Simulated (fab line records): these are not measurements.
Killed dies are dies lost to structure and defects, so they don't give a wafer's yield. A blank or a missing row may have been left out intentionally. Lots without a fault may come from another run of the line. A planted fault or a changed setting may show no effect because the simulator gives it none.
Which tool did it? || flow sky130 || 11 lots with 33 wafers sampled at 5 steps, on a route of 708 steps

== WHAT THE GAUGES READ, wafer by wafer ==
The record holds no reading of a measuring or inspecting step that can be judged against a usual standard deviation.

== WHICH TOOL RAN EACH LOT (tool, then ch and the chambers of the sampled wafers, then the start) ==
{"lot": "L873", "SKY_METAL1_ETCH_18": "rie_metal-01 ch 0,1, day 33 06:37", "SKY_METAL2_SPUTTER_00": "pvd_sputter-04, day 34 12:14", "SKY_METAL2_SPUTTER_03": "pvd_sputter-04, day 34 12:18", "SKY_METAL2_ETCH_18": "rie_metal-04 ch 0,1, day 35 15:30", "SKY_PAD_OPEN_PROBE_99": "prober-01, day 46 09:50"}
{"lot": "L880", "SKY_METAL1_ETCH_18": "rie_metal-02 ch 0,1, day 36 09:51", "SKY_METAL2_SPUTTER_00": "pvd_sputter-04, day 37 14:28", "SKY_METAL2_SPUTTER_03": "pvd_sputter-04, day 37 14:32", "SKY_METAL2_ETCH_18": "rie_metal-04 ch 0,1, day 38 16:04", "SKY_PAD_OPEN_PROBE_99": "prober-02, day 48 14:12"}
{"lot": "L882", "SKY_METAL1_ETCH_18": "rie_metal-02 ch 0,1, day 36 12:00", "SKY_METAL2_SPUTTER_00": "pvd_sputter-02, day 37 17:29", "SKY_METAL2_SPUTTER_03": "pvd_sputter-02, day 37 17:34", "SKY_METAL2_ETCH_18": "rie_metal-04 ch 0, day 38 19:19", "SKY_PAD_OPEN_PROBE_99": "prober-02, day 48 16:30"}
{"lot": "L883", "SKY_METAL1_ETCH_18": "rie_metal-02 ch 0,1, day 36 16:40", "SKY_METAL2_SPUTTER_00": "pvd_sputter-03, day 37 21:44", "SKY_METAL2_SPUTTER_03": "pvd_sputter-03, day 37 21:49", "SKY_METAL2_ETCH_18": "rie_metal-04 ch 0,1, day 38 23:58", "SKY_PAD_OPEN_PROBE_99": "prober-01, day 48 19:28"}
{"lot": "L885", "SKY_METAL1_ETCH_18": "rie_metal-04 ch 0,1, day 37 18:28", "SKY_METAL2_SPUTTER_00": "pvd_sputter-04, day 38 23:09", "SKY_METAL2_SPUTTER_03": "pvd_sputter-04, day 38 23:14", "SKY_METAL2_ETCH_18": "rie_metal-03 ch 0,1, day 40 01:01", "SKY_PAD_OPEN_PROBE_99": "prober-01, day 49 14:22"}
{"lot": "L886", "SKY_METAL1_ETCH_18": "rie_metal-02 ch 0,1, day 37 19:22", "SKY_METAL2_SPUTTER_00": "pvd_sputter-02, day 38 23:30", "SKY_METAL2_SPUTTER_03": "pvd_sputter-02, day 38 23:35", "SKY_METAL2_ETCH_18": "rie_metal-02 ch 0,1, day 40 01:04", "SKY_PAD_OPEN_PROBE_99": "prober-02, day 49 15:27"}
{"lot": "L887", "SKY_METAL1_ETCH_18": "rie_metal-01 ch 0,1, day 38 05:46", "SKY_METAL2_SPUTTER_00": "pvd_sputter-04, day 39 09:03", "SKY_METAL2_SPUTTER_03": "pvd_sputter-04, day 39 09:07", "SKY_METAL2_ETCH_18": "rie_metal-03 ch 0,1, day 40 10:49", "SKY_PAD_OPEN_PROBE_99": "prober-01, day 49 23:16"}
{"lot": "L890", "SKY_METAL1_ETCH_18": "rie_metal-01 ch 0,1, day 38 17:31", "SKY_METAL2_SPUTTER_00": "pvd_sputter-04, day 39 21:00", "SKY_METAL2_SPUTTER_03": "pvd_sputter-04, day 39 21:05", "SKY_METAL2_ETCH_18": "rie_metal-02 ch 0,1, day 40 22:40", "SKY_PAD_OPEN_PROBE_99": "prober-02, day 50 06:16"}
{"lot": "L892", "SKY_METAL1_ETCH_18": "rie_metal-02 ch 0,1, day 39 05:14", "SKY_METAL2_SPUTTER_00": "pvd_sputter-03, day 40 09:39", "SKY_METAL2_SPUTTER_03": "pvd_sputter-03, day 40 09:43", "SKY_METAL2_ETCH_18": "rie_metal-02 ch 0,1, day 41 11:02", "SKY_PAD_OPEN_PROBE_99": "prober-02, day 50 18:43"}
{"lot": "L894", "SKY_METAL1_ETCH_18": "rie_metal-02 ch 0,1, day 39 23:13", "SKY_METAL2_SPUTTER_00": "pvd_sputter-04, day 41 02:50", "SKY_METAL2_SPUTTER_03": "pvd_sputter-04, day 41 02:55", "SKY_METAL2_ETCH_18": "rie_metal-04 ch 0,1, day 42 02:58", "SKY_PAD_OPEN_PROBE_99": "prober-02, day 51 00:37"}
{"lot": "L895", "SKY_METAL1_ETCH_18": "rie_metal-01 ch 0,1, day 39 23:55", "SKY_METAL2_SPUTTER_00": "pvd_sputter-04, day 41 03:59", "SKY_METAL2_SPUTTER_03": "pvd_sputter-04, day 41 04:03", "SKY_METAL2_ETCH_18": "rie_metal-03 ch 0,1, day 42 04:16", "SKY_PAD_OPEN_PROBE_99": "prober-01, day 51 02:45"}
- SKY_METAL1_ETCH_18: etches BARC in N2/H2, stops on SiO2, time 47.72 s, target depth 60 nm.
- SKY_METAL2_SPUTTER_00: material Ti, target thk 15 nm, time 10 s.
- SKY_METAL2_SPUTTER_03: material Ti, target thk 5 nm, time 3.3 s.
- SKY_METAL2_ETCH_18: etches BARC in N2/H2, stops on SiO2, time 45.9 s, target depth 60 nm.
- SKY_PAD_OPEN_PROBE_99

== AS READ BY THE TOOLS THEMSELVES (means over the sampled wafers that have a number; for cases with no such wafer, the mark the record gives instead) ==
SKY_METAL1_ETCH_18. Usual: drypump_motor_current_A 5.5 A, standard deviation 0.38; oes_product_au 0.848 a.u., standard deviation 0.005; throttle_valve_pct 13.224 %, standard deviation 0.0089.
{"lot": "L873", "tool": "rie_metal-01", "drypump_motor_current_A (A)": 5.2, "oes_product_au (a.u.)": 0.846, "throttle_valve_pct (%)": 13.218, "flag": ""}
{"lot": "L880", "tool": "rie_metal-02", "drypump_motor_current_A (A)": 5.6, "oes_product_au (a.u.)": 0.849, "throttle_valve_pct (%)": 13.216, "flag": ""}
{"lot": "L882", "tool": "rie_metal-02", "drypump_motor_current_A (A)": 5.9, "oes_product_au (a.u.)": 0.849, "throttle_valve_pct (%)": 13.218, "flag": ""}
{"lot": "L883", "tool": "rie_metal-02", "drypump_motor_current_A (A)": 5.6, "oes_product_au (a.u.)": 0.850, "throttle_valve_pct (%)": 13.225, "flag": ""}
{"lot": "L885", "tool": "rie_metal-04", "drypump_motor_current_A (A)": 5.5, "oes_product_au (a.u.)": 0.850, "throttle_valve_pct (%)": 13.222, "flag": ""}
{"lot": "L886", "tool": "rie_metal-02", "drypump_motor_current_A (A)": 5.6, "oes_product_au (a.u.)": 0.851, "throttle_valve_pct (%)": 13.230, "flag": ""}
{"lot": "L887", "tool": "rie_metal-01", "drypump_motor_current_A (A)": 5.1, "oes_product_au (a.u.)": 0.846, "throttle_valve_pct (%)": 13.224, "flag": ""}
{"lot": "L890", "tool": "rie_metal-01", "drypump_motor_current_A (A)": 5.2, "oes_product_au (a.u.)": 0.848, "throttle_valve_pct (%)": 13.227, "flag": ""}
{"lot": "L892", "tool": "rie_metal-02", "drypump_motor_current_A (A)": 5.9, "oes_product_au (a.u.)": 0.843, "throttle_valve_pct (%)": 13.227, "flag": ""}
{"lot": "L894", "tool": "rie_metal-02", "drypump_motor_current_A (A)": 5.9, "oes_product_au (a.u.)": 0.849, "throttle_valve_pct (%)": 13.235, "flag": ""}
{"lot": "L895", "tool": "rie_metal-01", "drypump_motor_current_A (A)": 5.2, "oes_product_au (a.u.)": 0.848, "throttle_valve_pct (%)": 13.221, "flag": ""}

SKY_METAL2_SPUTTER_00. Usual: throttle_valve_pct reads 29.6 % (standard deviation 0.71).
{"lot": "L873", "tool": "pvd_sputter-04", "throttle_valve_pct (%)": 29.2, "flag": ""}
{"lot": "L880", "tool": "pvd_sputter-04", "throttle_valve_pct (%)": 28.7, "flag": ""}
{"lot": "L882", "tool": "pvd_sputter-02", "throttle_valve_pct (%)": 30.3, "flag": ""}
{"lot": "L883", "tool": "pvd_sputter-03", "throttle_valve_pct (%)": 30.1, "flag": ""}
{"lot": "L885", "tool": "pvd_sputter-04", "throttle_valve_pct (%)": 29.6, "flag": ""}
{"lot": "L886", "tool": "pvd_sputter-02", "throttle_valve_pct (%)": 29.8, "flag": ""}
{"lot": "L887", "tool": "pvd_sputter-04", "throttle_valve_pct (%)": 28.8, "flag": ""}
{"lot": "L890", "tool": "pvd_sputter-04", "throttle_valve_pct (%)": 29.2, "flag": ""}
{"lot": "L892", "tool": "pvd_sputter-03", "throttle_valve_pct (%)": 30.1, "flag": ""}
{"lot": "L894", "tool": "pvd_sputter-04", "throttle_valve_pct (%)": 29.0, "flag": ""}
{"lot": "L895", "tool": "pvd_sputter-04", "throttle_valve_pct (%)": 29.5, "flag": ""}

SKY_METAL2_SPUTTER_03. Usual: throttle_valve_pct reads 29.6 % (standard deviation 0.71).
{"lot": "L873", "tool": "pvd_sputter-04", "throttle_valve_pct (%)": 29.1, "flag": ""}
{"lot": "L880", "tool": "pvd_sputter-04", "throttle_valve_pct (%)": 28.8, "flag": ""}
{"lot": "L882", "tool": "pvd_sputter-02", "throttle_valve_pct (%)": 30.5, "flag": ""}
{"lot": "L883", "tool": "pvd_sputter-03", "throttle_valve_pct (%)": 29.9, "flag": ""}
{"lot": "L885", "tool": "pvd_sputter-04", "throttle_valve_pct (%)": 29.2, "flag": ""}
{"lot": "L886", "tool": "pvd_sputter-02", "throttle_valve_pct (%)": 30.1, "flag": ""}
{"lot": "L887", "tool": "pvd_sputter-04", "throttle_valve_pct (%)": 28.8, "flag": ""}
{"lot": "L890", "tool": "pvd_sputter-04", "throttle_valve_pct (%)": 29.2, "flag": ""}
{"lot": "L892", "tool": "pvd_sputter-03", "throttle_valve_pct (%)": 29.9, "flag": ""}
{"lot": "L894", "tool": "pvd_sputter-04", "throttle_valve_pct (%)": 28.9, "flag": ""}
{"lot": "L895", "tool": "pvd_sputter-04", "throttle_valve_pct (%)": 29.5, "flag": ""}

SKY_METAL2_ETCH_18. Usual: drypump_motor_current_A 5.57 A, standard deviation 0.3; oes_product_au 0.854 a.u., standard deviation 0.0046; run_length_s 74.30 s, standard deviation 0.26; throttle_valve_pct 13.225 %, standard deviation 0.0094.
{"lot": "L873", "tool": "rie_metal-04", "drypump_motor_current_A (A)": 5.50, "oes_product_au (a.u.)": 0.857, "run_length_s (s)": 74.06, "throttle_valve_pct (%)": 13.236, "flag": ""}
{"lot": "L880", "tool": "rie_metal-04", "drypump_motor_current_A (A)": 5.58, "oes_product_au (a.u.)": 0.999, "run_length_s (s)": 66.46, "throttle_valve_pct (%)": 13.236, "flag": "OFF"}
{"lot": "L882", "tool": "rie_metal-04", "drypump_motor_current_A (A)": 5.41, "oes_product_au (a.u.)": 0.989, "run_length_s (s)": 66.01, "throttle_valve_pct (%)": 13.231, "flag": "OFF"}
{"lot": "L883", "tool": "rie_metal-04", "drypump_motor_current_A (A)": 5.58, "oes_product_au (a.u.)": 0.997, "run_length_s (s)": 66.35, "throttle_valve_pct (%)": 13.243, "flag": "OFF"}
{"lot": "L885", "tool": "rie_metal-03", "drypump_motor_current_A (A)": 5.36, "oes_product_au (a.u.)": 0.856, "run_length_s (s)": 74.17, "throttle_valve_pct (%)": 13.230, "flag": ""}
{"lot": "L886", "tool": "rie_metal-02", "drypump_motor_current_A (A)": 5.92, "oes_product_au (a.u.)": 0.853, "run_length_s (s)": 74.51, "throttle_valve_pct (%)": 13.228, "flag": ""}
{"lot": "L887", "tool": "rie_metal-03", "drypump_motor_current_A (A)": 5.54, "oes_product_au (a.u.)": 0.852, "run_length_s (s)": 74.14, "throttle_valve_pct (%)": 13.221, "flag": ""}
{"lot": "L890", "tool": "rie_metal-02", "drypump_motor_current_A (A)": 5.61, "oes_product_au (a.u.)": 0.856, "run_length_s (s)": 74.16, "throttle_valve_pct (%)": 13.225, "flag": ""}
{"lot": "L892", "tool": "rie_metal-02", "drypump_motor_current_A (A)": 5.91, "oes_product_au (a.u.)": 0.854, "run_length_s (s)": 74.52, "throttle_valve_pct (%)": 13.215, "flag": ""}
{"lot": "L894", "tool": "rie_metal-04", "drypump_motor_current_A (A)": 5.50, "oes_product_au (a.u.)": 0.855, "run_length_s (s)": 74.03, "throttle_valve_pct (%)": 13.224, "flag": ""}
{"lot": "L895", "tool": "rie_metal-03", "drypump_motor_current_A (A)": 5.38, "oes_product_au (a.u.)": 0.855, "run_length_s (s)": 74.48, "throttle_valve_pct (%)": 13.222, "flag": ""}

SKY_PAD_OPEN_PROBE_99. Usual: defect_limited_yield 82.3 %, standard deviation 2.1; killed_at_M0_to_M3 44, standard deviation 7.3; killed_at_M4_up 3.3, standard deviation 1.8; killed_at_contacts 24, standard deviation 5.3; killed_at_front_end 16, standard deviation 5; killed_at_other 0.2, standard deviation 0.51; killed_dies 87, standard deviation 10; killed_on_rim 17, standard deviation 3.9; killed_open 47, standard deviation 7.5; killed_short 40, standard deviation 6.3; sort_bin_3_pad_short 0.9 %, standard deviation 0.41; sort_bin_5_function 10.5 %, standard deviation 1.6; sort_bin_6_memory 6.3 %, standard deviation 1.2; sort_n_pass 405, standard deviation 10; sort_yield_pct 82.3 %, standard deviation 2.1.
{"lot": "L873", "tool": "prober-01", "defect_limited_yield (%)": 82.5, "killed_at_M0_to_M3": 43, "killed_at_M4_up": 4.3, "killed_at_contacts": 22, "killed_at_front_end": 17, "killed_at_other": 0.3, "killed_dies": 86, "killed_on_rim": 17, "killed_open": 49, "killed_short": 37, "sort_bin_3_pad_short (%)": 0.7, "sort_bin_5_function (%)": 11.2, "sort_bin_6_memory (%)": 5.6, "sort_n_pass": 406, "sort_yield_pct (%)": 82.5, "flag": ""}
{"lot": "L880", "tool": "prober-02", "defect_limited_yield (%)": 82.7, "killed_at_M0_to_M3": 46, "killed_at_M4_up": 1.3, "killed_at_contacts": 24, "killed_at_front_end": 13, "killed_at_other": 0.0, "killed_dies": 85, "killed_on_rim": 16, "killed_open": 43, "killed_short": 42, "sort_bin_3_pad_short (%)": 0.7, "sort_bin_5_function (%)": 11.3, "sort_bin_6_memory (%)": 5.3, "sort_n_pass": 407, "sort_yield_pct (%)": 82.7, "flag": ""}
{"lot": "L882", "tool": "prober-02", "defect_limited_yield (%)": 83.1, "killed_at_M0_to_M3": 43, "killed_at_M4_up": 4.0, "killed_at_contacts": 19, "killed_at_front_end": 18, "killed_at_other": 0.0, "killed_dies": 83, "killed_on_rim": 17, "killed_open": 42, "killed_short": 41, "sort_bin_3_pad_short (%)": 0.9, "sort_bin_5_function (%)": 9.7, "sort_bin_6_memory (%)": 6.2, "sort_n_pass": 409, "sort_yield_pct (%)": 83.1, "flag": ""}
{"lot": "L883", "tool": "prober-01", "defect_limited_yield (%)": 83.0, "killed_at_M0_to_M3": 44, "killed_at_M4_up": 2.7, "killed_at_contacts": 23, "killed_at_front_end": 13, "killed_at_other": 0.0, "killed_dies": 84, "killed_on_rim": 16, "killed_open": 41, "killed_short": 43, "sort_bin_3_pad_short (%)": 0.9, "sort_bin_5_function (%)": 8.9, "sort_bin_6_memory (%)": 7.2, "sort_n_pass": 408, "sort_yield_pct (%)": 83.0, "flag": ""}
{"lot": "L885", "tool": "prober-01", "defect_limited_yield (%)": 79.4, "killed_at_M0_to_M3": 49, "killed_at_M4_up": 2.0, "killed_at_contacts": 28, "killed_at_front_end": 22, "killed_at_other": 0.0, "killed_dies": 101, "killed_on_rim": 20, "killed_open": 58, "killed_short": 43, "sort_bin_3_pad_short (%)": 1.3, "sort_bin_5_function (%)": 12.1, "sort_bin_6_memory (%)": 7.2, "sort_n_pass": 391, "sort_yield_pct (%)": 79.4, "flag": ""}
{"lot": "L886", "tool": "prober-02", "defect_limited_yield (%)": 80.9, "killed_at_M0_to_M3": 48, "killed_at_M4_up": 5.7, "killed_at_contacts": 21, "killed_at_front_end": 19, "killed_at_other": 0.7, "killed_dies": 94, "killed_on_rim": 21, "killed_open": 48, "killed_short": 46, "sort_bin_3_pad_short (%)": 0.9, "sort_bin_5_function (%)": 11.3, "sort_bin_6_memory (%)": 6.9, "sort_n_pass": 398, "sort_yield_pct (%)": 80.9, "flag": ""}
{"lot": "L887", "tool": "prober-01", "defect_limited_yield (%)": 83.3, "killed_at_M0_to_M3": 42, "killed_at_M4_up": 3.7, "killed_at_contacts": 21, "killed_at_front_end": 15, "killed_at_other": 0.0, "killed_dies": 82, "killed_on_rim": 19, "killed_open": 45, "killed_short": 37, "sort_bin_3_pad_short (%)": 0.7, "sort_bin_5_function (%)": 9.4, "sort_bin_6_memory (%)": 6.6, "sort_n_pass": 410, "sort_yield_pct (%)": 83.3, "flag": ""}
{"lot": "L890", "tool": "prober-02", "defect_limited_yield (%)": 82.8, "killed_at_M0_to_M3": 44, "killed_at_M4_up": 3.0, "killed_at_contacts": 23, "killed_at_front_end": 14, "killed_at_other": 0.0, "killed_dies": 84, "killed_on_rim": 13, "killed_open": 51, "killed_short": 33, "sort_bin_3_pad_short (%)": 0.9, "sort_bin_5_function (%)": 10.6, "sort_bin_6_memory (%)": 5.6, "sort_n_pass": 408, "sort_yield_pct (%)": 82.8, "flag": ""}
{"lot": "L892", "tool": "prober-02", "defect_limited_yield (%)": 82.9, "killed_at_M0_to_M3": 43, "killed_at_M4_up": 1.7, "killed_at_contacts": 21, "killed_at_front_end": 18, "killed_at_other": 0.3, "killed_dies": 84, "killed_on_rim": 15, "killed_open": 50, "killed_short": 35, "sort_bin_3_pad_short (%)": 0.7, "sort_bin_5_function (%)": 9.6, "sort_bin_6_memory (%)": 6.8, "sort_n_pass": 408, "sort_yield_pct (%)": 82.9, "flag": ""}
{"lot": "L894", "tool": "prober-02", "defect_limited_yield (%)": 79.1, "killed_at_M0_to_M3": 50, "killed_at_M4_up": 2.3, "killed_at_contacts": 27, "killed_at_front_end": 23, "killed_at_other": 0.3, "killed_dies": 103, "killed_on_rim": 20, "killed_open": 58, "killed_short": 45, "sort_bin_3_pad_short (%)": 0.9, "sort_bin_5_function (%)": 13.1, "sort_bin_6_memory (%)": 6.9, "sort_n_pass": 389, "sort_yield_pct (%)": 79.1, "flag": ""}
{"lot": "L895", "tool": "prober-01", "defect_limited_yield (%)": 83.2, "killed_at_M0_to_M3": 45, "killed_at_M4_up": 4.0, "killed_at_contacts": 24, "killed_at_front_end": 9, "killed_at_other": 0.0, "killed_dies": 82, "killed_on_rim": 16, "killed_open": 45, "killed_short": 37, "sort_bin_3_pad_short (%)": 0.7, "sort_bin_5_function (%)": 10.0, "sort_bin_6_memory (%)": 6.0, "sort_n_pass": 410, "sort_yield_pct (%)": 83.2, "flag": ""}

== THE ANSWER, worked out from the rows above alone ==
Rule: a lot counts as off when the mean over its wafers that have a number is more than 3 standard deviations away from the usual mean. A lot without any number at a reading at which 4 lots or more have one is off too. The other lots that the step has rows for count as sound. Order of review: gauges by route order, followed by the tools' own readings, for which a lot's mean as printed above is used. The first step at which some lot is off is used, and at that step the reading that is off furthest; a lot without a number counts as furthest.
Off: L880, L882, L883 (SKY_METAL2_ETCH_18, run_length_s).
A tool fits if, at that step or a process step before it, it ran every lot that is off, and no sound lot after the first of them. Not one of the candidates tried fits.

== WHAT THE SIMULATOR HAD PUT IN ==
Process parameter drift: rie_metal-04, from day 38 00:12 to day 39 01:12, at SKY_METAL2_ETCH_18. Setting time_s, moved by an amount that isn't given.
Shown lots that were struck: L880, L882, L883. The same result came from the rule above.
